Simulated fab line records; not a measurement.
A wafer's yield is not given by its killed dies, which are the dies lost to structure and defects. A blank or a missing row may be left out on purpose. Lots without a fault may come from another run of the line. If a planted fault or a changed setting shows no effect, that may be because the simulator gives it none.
fab line records ; flow sky130
record: lots: 5; wafers: 15; last_day: 50
route steps=708 shown SD_P@324 RES_XHIGH@332 PAD_OPEN@708
lots that met no fault: from a run of the same line without faults
start_h: start of the lot's first displayed wafer, in hours after the record's first day ; wait_h: how many hours have passed since the lot's step before this one ; " identical to the entry in the row above ; L1.1+2: several wafers, shown together as one row ; - value missing, or start not given ; * or withheld: withheld ; < > ~ a bound
route shown NAME@n: NAME is a module with steps in the file, n the number in the route of the first one ; usual: mean/standard deviation of fault-free wafers ; same: alike in all rows ; chamber/n: place in a boat ; sites: the reading at each site ; _std_site: standard deviation of those values ; _edge_site: inner sites' mean taken away from outer sites' mean ; radius_mm: how far each site lies from the wafer's centre ; mask NAME#n: copy n ; behind: the tool/chamber that last shaped the wafer ; hold: why the lot went on hold/how many hours it stayed there/how the hold came to an end ; device: the n, p or np transistor that did not switch ; end of line: the tests these same wafers got at the end of their route ; a step given without rows: its recipe and nothing more ; killed: not the wafer's yield, but the dies lost to structure and defects at the first sort ; map: dies across one wafer; x = killed, . = not, _ = none there
set.NAME: the setting the step ran with; set.NAME@STEP: the setting that earlier step ran with ; model.NAME: the simulator's own value behind a step, which no gauge read
lots seen at some steps along the route; tables by step, rows by wafer
services: from which hour (start_h, from the record's first day; less than 0 if before it) a tool's chamber was out of use, for how many hours, and why
== steps ==
step: SKY_SD_P_EXPOSE_04
recipe: mask_id: PSDM; na: 0.6; source_shape: conventional; sigma_outer: 0.6; polarization: unpolarized; target_cd_nm: 380; dose_mj: 138
step: SKY_SD_P_PEB_05
recipe: temp_c: withheld; time_s: *; resist: NOVOLAK
step: SKY_SD_P_DEVELOP_06
recipe: resist: NOVOLAK; developer: TMAH; develop_time_s: 60; dev_temp_c: 23
step: SKY_SD_P_CD_MEAS_07
recipe: target_cd_nm: 380
usual: cd_nm: 380.1/2.8
lot.wafer;tool;chamber;start_h;wait_h;cd_nm
L273.1;cd_sem-02;-;591.02;0.2;378.7
L273.5;cd_sem-02;-;591.02;0.2;380.0
L273.6;cd_sem-02;-;591.02;0.2;378.6
L284.3;cd_sem-02;-;691.41;0.1;373.2
L284.4;cd_sem-02;-;691.41;0.1;377.0
L284.5;cd_sem-02;-;691.41;0.1;376.6
L292.2;cd_sem-01;-;747.39;0.1;377.8
L292.3;cd_sem-01;-;747.39;0.1;378.6
L292.5;cd_sem-01;-;747.39;0.1;376.9
L293.2;cd_sem-02;-;759.39;0.1;378.8
L293.3;cd_sem-02;-;759.39;0.1;377.9
L293.5;cd_sem-02;-;759.39;0.1;378.3
L295.2;cd_sem-01;-;771.66;0.1;377.0
L295.4;cd_sem-01;-;771.66;0.1;379.2
L295.6;cd_sem-01;-;771.66;0.1;377.8
step: SKY_SD_P_OVL_MEAS_08
usual: SD_P_OVL: 0.7/1.4
lot.wafer;tool;chamber;start_h;wait_h;SD_P_OVL[nm]
L273.1;overlay-02;-;591.14;0.1;-2.1
L273.5;overlay-02;-;591.14;0.1;-0.1
L273.6;overlay-02;-;591.14;0.1;-1.1
L284.3;overlay-01;-;691.50;0.1;0.5
L284.4;overlay-01;-;691.50;0.1;-0.7
L284.5;overlay-01;-;691.50;0.1;0.2
L292.2;overlay-01;-;747.50;0.1;0.4
L292.3;overlay-01;-;747.50;0.1;-0.5
L292.5;overlay-01;-;747.50;0.1;1.8
L293.2;overlay-01;-;759.50;0.1;0.7
L293.3;overlay-01;-;759.50;0.1;1.5
L293.5;overlay-01;-;759.50;0.1;1.2
L295.2;overlay-01;-;771.76;0.1;0.9
L295.4;overlay-01;-;771.76;0.1;-0.3
L295.6;overlay-01;-;771.76;0.1;-1.1
step: SKY_SD_P_IMPLANT_09
recipe: species: BF2; energy_kev: 20; dose_cm2: 3e+15; tilt_deg: 0
step: SKY_SD_P_STRIP_10
recipe: chemistry: O2/N2; power_w: 1400; pressure_mtorr: 1500; platen_temp_c: withheld; o2_flow_sccm: 3000; n2_flow_sccm: 300; overash_fraction: 0.5
usual: chamber_pressure_mTorr: 1499.9/1.3; drypump_motor_current_A: 5.7/0.49; oes_product_au: 0.617/0.0045; strip_time_to_endpoint_s: 17.52/0.042
lot.wafer;tool;chamber;start_h;wait_h;chamber_pressure_mTorr;drypump_motor_current_A;oes_product_au;rf_hours_counter_h;strip_time_to_endpoint_s
L273.1;plasma_asher-01;1;591.32;0.1;1498.9;5.9;0.616;51;17.57
L273.5;plasma_asher-01;1;591.32;0.1;1497.8;5.9;0.614;-;17.60
L273.6;plasma_asher-01;0;591.32;0.1;1499.7;5.7;0.621;-;17.60
L284.3;plasma_asher-04;0;691.71;0.1;1499.3;5.0;0.617;-;17.58
L284.4;plasma_asher-04;1;691.71;0.1;1499.1;5.5;0.621;-;17.53
L284.5;plasma_asher-04;0;691.71;0.1;1497.0;5.0;0.615;-;17.59
L292.2;plasma_asher-04;1;747.68;0.1;1499.4;5.4;0.620;98;17.51
L292.3;plasma_asher-04;0;747.68;0.1;1503.0;5.0;0.618;-;17.51
L292.5;plasma_asher-04;1;747.68;0.1;1499.3;5.4;0.619;-;17.50
L293.2;plasma_asher-01;0;759.68;0.1;1498.8;5.7;0.619;67;17.58
L293.3;plasma_asher-01;1;759.68;0.1;1499.9;5.9;0.619;-;17.59
L293.5;plasma_asher-01;1;759.68;0.1;1500.4;5.9;0.617;-;17.59
L295.2;plasma_asher-01;1;771.94;0.1;1498.5;5.9;0.622;68;17.43
L295.4;plasma_asher-01;1;771.94;0.1;1499.9;5.9;0.621;-;17.47
L295.6;plasma_asher-01;1;771.94;0.1;1500.1;5.9;0.620;-;17.48
step: SKY_SD_P_TW_MEAS_11
usual: SD_P_TW: 2825/34
lot.wafer;tool;chamber;start_h;wait_h;SD_P_TW
L273.1;film_metro-02;-;591.42;0.1;2786
L273.5;film_metro-02;-;591.42;0.1;2768
L273.6;film_metro-02;-;591.42;0.1;2772
L284.3;film_metro-02;-;691.80;0.1;2790
L284.4;film_metro-02;-;691.80;0.1;2788
L284.5;film_metro-02;-;691.80;0.1;2790
L292.2;film_metro-02;-;747.79;0.1;2770
L292.3;film_metro-02;-;747.79;0.1;2763
L292.5;film_metro-02;-;747.79;0.1;2783
L293.2;film_metro-04;-;759.79;0.1;2847
L293.3;film_metro-04;-;759.79;0.1;2848
L293.5;film_metro-04;-;759.79;0.1;2867
L295.2;film_metro-02;-;772.05;0.1;2764
L295.4;film_metro-02;-;772.05;0.1;2764
L295.6;film_metro-02;-;772.05;0.1;2777
step: SKY_RES_XHIGH_DEHYDRATE_00
recipe: temp_c: 200; time_s: 60
step: SKY_RES_XHIGH_HMDS_01
recipe: prime_time_s: 62.52; prime_temp_c: 120
step: SKY_RES_XHIGH_COAT_02
recipe: resist: NOVOLAK; spin_rpm: 3000; resist_thk_nm: 1140
step: SKY_RES_XHIGH_SOFTBAKE_03
recipe: temp_c: 90; time_s: 60; resist: NOVOLAK
step: SKY_RES_XHIGH_EXPOSE_04
recipe: mask_id: URPM; na: 0.6; source_shape: conventional; sigma_outer: 0.6; polarization: unpolarized; target_cd_nm: 1270; dose_mj: 140
lot.wafer;tool;chamber;start_h;wait_h;mask
L273.1+5+6;iline_stepper-01;0;606.39;-;URPM#0
L284.3+4+5;iline_stepper-02;0;705.75;-;URPM_R1#0
L292.2+3+5;iline_stepper-01;0;761.04;-;URPM#0
L293.2+3+5;iline_stepper-02;0;772.81;-;URPM#0
L295.2+4+6;iline_stepper-02;0;785.06;-;URPM#0
step: SKY_RES_XHIGH_PEB_05
recipe: temp_c: withheld; time_s: *; resist: NOVOLAK
step: SKY_PAD_OPEN_PROBE_99
usual: killed_at_M0_to_M3: 43/7.3; killed_at_M4_up: 3.1/1.8; killed_at_contacts: 24/5.4; killed_at_front_end: 15/4.1; killed_at_other: 0.2/0.52; killed_dies: 86/10; killed_on_rim: 17/4.1; killed_open: 47/7.3; killed_short: 39/6.4
same: gross_dies: 492; killed_at_back_side: 0
lot.wafer;tool;chamber;start_h;wait_h;killed_at_M0_to_M3;killed_at_M4_up;killed_at_contacts;killed_at_front_end;killed_at_other;killed_dies;killed_on_rim;killed_open;killed_short
L273.1;prober-02;-;1077.77;0.1;38;5;20;18;0;81;19;46;35
L273.5;prober-02;-;1077.97;0.2;40;6;26;12;0;84;15;37;47
L273.6;prober-02;-;1078.02;0.2;44;2;28;15;0;89;16;53;36
L284.3;prober-01;-;1147.72;0.2;50;3;21;15;0;89;19;41;48
L284.4;prober-01;-;1147.77;0.2;53;7;22;14;0;96;20;50;46
L284.5;prober-01;-;1147.82;0.2;55;4;27;7;0;93;23;44;49
L292.2;prober-01;-;1185.18;0.1;40;0;19;14;0;73;15;40;33
L292.3;prober-01;-;1185.23;0.2;51;4;30;11;0;96;16;57;39
L292.5;prober-01;-;1185.33;0.2;45;4;22;13;0;84;11;40;44
L293.2;prober-02;-;1190.68;0.1;34;7;24;21;0;86;22;53;33
L293.3;prober-02;-;1190.73;0.2;51;7;27;14;0;99;27;51;48
L293.5;prober-02;-;1190.83;0.2;39;7;32;21;0;99;18;46;53
L295.2;prober-02;-;1195.56;0.1;41;1;21;9;2;74;14;36;38
L295.4;prober-02;-;1195.66;0.2;42;2;19;9;0;72;20;39;33
L295.6;prober-02;-;1195.76;0.2;40;3;28;14;0;85;16;47;38
killed by level:class
L273.1 CONTACT:geometric_particle:short=7 VIA3:geometric_particle:open=7 VIA1:geometric_particle:open=7 POLY_GATE:geometric_particle:open=6 CONTACT:geometric_particle:open=6 METAL1:geometric_particle:short=5 VIA2:geometric_particle:open=5 FIELD_ISO:geometric_particle:open=4
L273.5 CONTACT:geometric_particle:short=8 VIA1:geometric_particle:open=8 CONTACT:geometric_particle:open=7 METAL2:geometric_particle:short=6 METAL4:geometric_particle:short=6 LI_CONTACT:geometric_particle:short=5 METAL1:geometric_particle:short=5 VIA2:geometric_particle:open=5
L273.6 CONTACT:geometric_particle:open=11 VIA2:geometric_particle:open=9 METAL1:geometric_particle:short=9 LI_CONTACT:geometric_particle:open=8 VIA3:geometric_particle:open=7 VIA1:geometric_particle:open=6 LOCAL_INTERCONNECT:geometric_particle:short=5 VIA3:geometric_particle:short=5
L284.3 VIA1:geometric_particle:open=13 METAL1:geometric_particle:short=7 VIA2:geometric_particle:open=7 VIA2:geometric_particle:short=6 FIELD_ISO:geometric_particle:short=5 LOCAL_INTERCONNECT:geometric_particle:short=5 CONTACT:geometric_particle:open=5 FIELD_ISO:geometric_particle:open=4
L284.4 VIA1:geometric_particle:open=14 CONTACT:geometric_particle:open=10 METAL4:geometric_particle:short=7 LI_CONTACT:geometric_particle:open=6 METAL1:geometric_particle:short=6 VIA1:geometric_particle:short=6 METAL2:geometric_particle:short=6 VIA2:geometric_particle:open=4
L284.5 VIA1:geometric_particle:open=15 CONTACT:geometric_particle:open=9 METAL1:geometric_particle:short=9 METAL2:geometric_particle:short=9 LI_CONTACT:geometric_particle:short=6 LI_CONTACT:geometric_particle:open=6 METAL3:geometric_particle:short=5 CONTACT:geometric_particle:short=4
L292.2 VIA2:geometric_particle:open=11 VIA1:geometric_particle:open=10 FIELD_ISO:geometric_particle:open=6 LI_CONTACT:geometric_particle:open=5 LOCAL_INTERCONNECT:geometric_particle:short=5 VIA1:geometric_particle:short=5 METAL2:geometric_particle:short=5 METAL1:geometric_particle:short=4
L292.3 VIA3:geometric_particle:open=14 CONTACT:geometric_particle:open=11 LI_CONTACT:geometric_particle:open=8 VIA1:geometric_particle:open=8 VIA2:geometric_particle:open=8 METAL2:geometric_particle:short=7 CONTACT:geometric_particle:short=4 LOCAL_INTERCONNECT:geometric_particle:short=4
L292.5 METAL1:geometric_particle:short=8 METAL2:geometric_particle:short=8 LI_CONTACT:geometric_particle:open=7 VIA1:geometric_particle:open=7 VIA2:geometric_particle:open=6 CONTACT:geometric_particle:open=5 CONTACT:geometric_particle:short=5 FIELD_ISO:geometric_particle:short=4
L293.2 VIA1:geometric_particle:open=12 LI_CONTACT:geometric_particle:open=11 VIA3:geometric_particle:open=7 FIELD_ISO:geometric_particle:open=6 CONTACT:geometric_particle:open=6 METAL1:geometric_particle:short=6 FIELD_ISO:geometric_particle:short=3 METAL4:geometric_particle:short=3
L293.3 VIA1:geometric_particle:open=16 CONTACT:geometric_particle:open=10 METAL1:geometric_particle:short=8 POLY_GATE:geometric_particle:short=6 LI_CONTACT:geometric_particle:open=6 VIA3:geometric_particle:open=6 VIA1:geometric_particle:short=6 POLY_GATE:geometric_particle:open=5
L293.5 CONTACT:geometric_particle:open=13 CONTACT:geometric_particle:short=8 VIA1:geometric_particle:open=7 METAL4:geometric_particle:short=6 LOCAL_INTERCONNECT:geometric_particle:short=6 VIA3:geometric_particle:open=6 METAL2:geometric_particle:short=5 VIA1:geometric_particle:short=5
L295.2 LI_CONTACT:geometric_particle:open=9 CONTACT:geometric_particle:open=8 METAL1:geometric_particle:short=8 VIA1:geometric_particle:open=5 VIA1:geometric_particle:short=5 METAL3:geometric_particle:short=5 FIELD_ISO:geometric_particle:short=3 VIA3:geometric_particle:open=3
L295.4 VIA2:geometric_particle:open=10 VIA1:geometric_particle:open=9 CONTACT:geometric_particle:open=6 METAL2:geometric_particle:short=6 METAL3:geometric_particle:short=4 FIELD_ISO:geometric_particle:short=4 VIA2:geometric_particle:short=4 CONTACT:geometric_particle:short=4
L295.6 CONTACT:geometric_particle:open=12 VIA2:geometric_particle:open=10 LI_CONTACT:geometric_particle:open=7 VIA1:geometric_particle:open=7 CONTACT:geometric_particle:short=5 METAL2:geometric_particle:short=5 FIELD_ISO:geometric_particle:short=4 METAL1:geometric_particle:short=4
== services ==
tool;chamber;start_h;hours;kind
iline_stepper-02;-;567.73;16.0;repair
iline_stepper-02;-;629.51;1.7;pm
plasma_asher-01;-;657.68;0.9;repair
plasma_asher-01;-;663.05;3.1;repair
plasma_asher-01;-;688.58;8.7;repair
iline_stepper-02;0;709.40;-;calibration
iline_stepper-01;0;723.51;-;calibration
plasma_asher-04;-;723.76;2.8;pm
iline_stepper-01;-;724.16;1.7;pm
iline_stepper-01;-;746.65;4.2;repair
plasma_asher-04;-;775.26;2.3;repair
plasma_asher-01;-;776.04;47.9;pm
== key ==
first_sign: step: SKY_RES_XHIGH_EXPOSE_04; reading: mask; direction: changed
effect none on later readings
met_at SKY_RES_XHIGH_EXPOSE_04
struck_wafers L284.3,L284.4,L284.5
tester_left_out L284
fault: kind: wrong_mask; tool: any; chamber: -; onset_h: 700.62; steps: SKY_RES_XHIGH_EXPOSE_04; aux_copy: URPM_R1#0; cd_offset_nm: 89; scope: struck_lots_only
tester_left_out: of these lots the tester's yield and bins aren't shown, on N5 and GAA mostly nor the transistor test; their killed dies are dies lost to structure and defects alone, not to doping, threshold or leakage, so they don't give the yield
